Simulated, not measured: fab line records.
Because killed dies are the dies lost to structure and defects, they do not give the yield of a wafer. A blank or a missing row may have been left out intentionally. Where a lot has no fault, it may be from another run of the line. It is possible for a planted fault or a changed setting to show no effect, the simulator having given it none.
Which tool was responsible? | flow sky130 | 39 wafers from 13 lots sampled at 5 of the route's 708 steps

## WHAT THE GAUGES SHOWED, per wafer
SKY_LI_CONTACT_BOW_MEAS_03.
lot  | measured     | on           | LI_CONTACT_BOW (um)
L423 | day 27 12:04 | filmMetro-01 | 62 51 53
L425 | day 28 18:51 | filmMetro-04 | 60 60 49
L426 | day 29 04:34 | filmMetro-01 | 74 75 71 - - -
L427 | day 29 09:38 | filmMetro-04 | 63 70 74 - - -
L428 | day 29 15:16 | filmMetro-01 | 61 56 51
L437 | day 32 19:55 | filmMetro-03 | 56 61 56
L439 | day 33 10:16 | filmMetro-03 | 47 50 51
L440 | day 33 19:22 | filmMetro-01 | 53 49 42
L442 | day 34 05:43 | filmMetro-01 | 65 73 62
L443 | day 34 16:07 | filmMetro-04 | 56 58 60
L444 | day 34 21:37 | filmMetro-01 | 45 58 51
L445 | day 35 03:49 | filmMetro-04 | 53 51 66
L446 | day 36 01:02 | filmMetro-04 | 55 44 48

SKY_LI_CONTACT_CD_MEAS_12 targets a cd of 170 nm.
lot  | measured     | on       | cdNm (nm)
L423 | day 28 16:34 | cdSem-01 | 170.9 170.5 169.8
L425 | day 29 23:37 | cdSem-02 | 170.8 168.7 168.2
L428 | day 30 19:13 | cdSem-02 | 171.3 173.0 172.4
L437 | day 33 22:56 | cdSem-01 | 170.9 171.1 170.5
L439 | day 34 12:35 | cdSem-01 | 169.6 171.0 171.6
L440 | day 34 22:08 | cdSem-01 | 170.7 169.2 170.2
L442 | day 35 08:56 | cdSem-01 | 168.9 169.6 170.0
L443 | day 35 19:01 | cdSem-02 | 172.0 172.1 173.0
L444 | day 36 00:44 | cdSem-01 | 171.4 172.0 170.7
L445 | day 36 06:20 | cdSem-01 | 169.9 171.1 169.3
L446 | day 37 03:25 | cdSem-01 | 171.3 170.8 171.0

SKY_LOCAL_INTERCONNECT_CD_MEAS_11 targets a cd of 170 nm.
lot  | measured     | on       | cdNm (nm)
L423 | day 29 22:40 | cdSem-02 | 169.4 169.1 169.2
L425 | day 31 04:32 | cdSem-02 | 172.4 170.9 171.7
L428 | day 31 23:46 | cdSem-01 | 169.7 169.9 169.9
L437 | day 35 02:52 | cdSem-01 | 171.7 172.0 171.5
L439 | day 35 17:16 | cdSem-01 | 166.8 169.0 168.9
L440 | day 36 02:49 | cdSem-02 | 174.2 172.8 173.4
L442 | day 36 13:11 | cdSem-01 | 168.0 169.2 167.8
L443 | day 36 22:25 | cdSem-01 | 168.7 169.6 168.4
L444 | day 37 05:13 | cdSem-01 | 170.5 169.6 169.6
L445 | day 37 10:02 | cdSem-02 | 167.3 167.7 167.8
L446 | day 38 06:16 | cdSem-02 | 170.2 170.4 171.0

SKY_CONTACT_BOW_MEAS_05.
lot  | measured     | on           | CONTACT_BOW (um)
L423 | day 30 00:07 | filmMetro-02 | 91 79 83
L425 | day 31 05:57 | filmMetro-02 | 85 86 75
L428 | day 32 01:09 | filmMetro-04 | 90 85 80
L437 | day 35 04:17 | filmMetro-04 | 83 88 83
L439 | day 35 18:39 | filmMetro-03 | 75 76 77
L440 | day 36 04:20 | filmMetro-03 | 82 79 71
L442 | day 36 14:41 | filmMetro-03 | 91 100 89
L443 | day 36 23:58 | filmMetro-03 | 84 87 90
L444 | day 37 06:44 | filmMetro-02 | 71 83 77
L445 | day 37 11:32 | filmMetro-04 | 78 78 92
L446 | day 38 07:40 | filmMetro-03 | 80 70 73

## EACH LOT AND THE TOOL THAT RAN IT (in order: tool; ch and the chambers of the sampled wafers; start)
lot  | SKY_LI_CONTACT_CMP_02
L423 | cmp-01 ch 1,2,3, day 27 11:46
L425 | cmp-02 ch 0,1,3, day 28 18:33
L426 | cmp-02 ch 0,1,3, day 29 04:16
L427 | cmp-01 ch 0,3, day 29 09:22
L428 | cmp-01 ch 0,2, day 29 14:55
L437 | cmp-01 ch 0,1,3, day 32 19:37
L439 | cmp-01 ch 1,3, day 33 09:58
L440 | cmp-01 ch 1,2,3, day 33 19:07
L442 | cmp-02 ch 0,1,3, day 34 05:24
L443 | cmp-02 ch 0,2,3, day 34 15:49
L444 | cmp-01 ch 0,3, day 34 21:22
L445 | cmp-02 ch 0,2,3, day 35 03:36
L446 | cmp-01 ch 1,2,3, day 36 00:43
- SKY_LI_CONTACT_CMP_02: polishes PSG.

## AS READ BY THE TOOLS THEMSELVES (means over the sampled wafers that have a number; for cases with no such wafer, the mark the record gives instead)
SKY_LI_CONTACT_CMP_02.
lot  | tool   | edgeZonePressureFrac | headPressurePsi (psi) | motorCurrentA (A) | timeToEndpointS (s)
L423 | cmp-01 | 1.006                | 3.998                 | 12.4              | 32.7
L425 | cmp-02 | 1.002                | 3.998                 | 12.2              | 30.1
L426 | cmp-02 | -                    | -                     | -                 | -
L427 | cmp-01 | -                    | -                     | -                 | -
L428 | cmp-01 | 1.000                | 3.989                 | 11.7              | 36.1
L437 | cmp-01 | 0.999                | 4.004                 | 12.7              | 33.7
L439 | cmp-01 | 1.004                | 3.996                 | 12.8              | 32.5
L440 | cmp-01 | 1.000                | 4.001                 | 12.4              | 29.6
L442 | cmp-02 | 1.005                | 3.989                 | 11.8              | 31.3
L443 | cmp-02 | 0.998                | 3.995                 | 12.3              | 28.9
L444 | cmp-01 | 1.001                | 3.999                 | 12.1              | 30.9
L445 | cmp-02 | 1.007                | 4.007                 | 11.8              | 30.1
L446 | cmp-01 | 1.000                | 4.001                 | 12.1              | 32.1

## THE ANSWER, worked out from the rows above alone
Rule: what is usual is taken from the lots themselves. The widest of any qualifying gaps counts: lots, ordered by their means at a reading, are off when they make up no more than a third of the lots, leave a main group of 4 or more, and stand apart from it by 3 or more times the standard deviation of that group's means. If all means in a main group match to the digits the tables above print for the reading, that group is not used. A lot without any number at a reading at which 4 lots or more have one is off too. Where the step has rows for the other lots, those lots are counted as sound. First the gauges in route order, then the tools' own readings, where a lot's mean is used as printed above. The first step at which some lot is off is used, and at that step the reading that is off furthest; a lot without a number counts as furthest.
Off, at SKY_LI_CONTACT_CMP_02 on edgeZonePressureFrac: L426, L427. Without a number there: L426, L427. The main group: mean 1.002, standard deviation 0.0029.
If a tool, at that step or one of the process steps before it, ran each lot that is off and ran no sound lot following the first of them, it fits. Not one of the candidates tried fits.

## WHAT THE SIMULATOR PUT IN
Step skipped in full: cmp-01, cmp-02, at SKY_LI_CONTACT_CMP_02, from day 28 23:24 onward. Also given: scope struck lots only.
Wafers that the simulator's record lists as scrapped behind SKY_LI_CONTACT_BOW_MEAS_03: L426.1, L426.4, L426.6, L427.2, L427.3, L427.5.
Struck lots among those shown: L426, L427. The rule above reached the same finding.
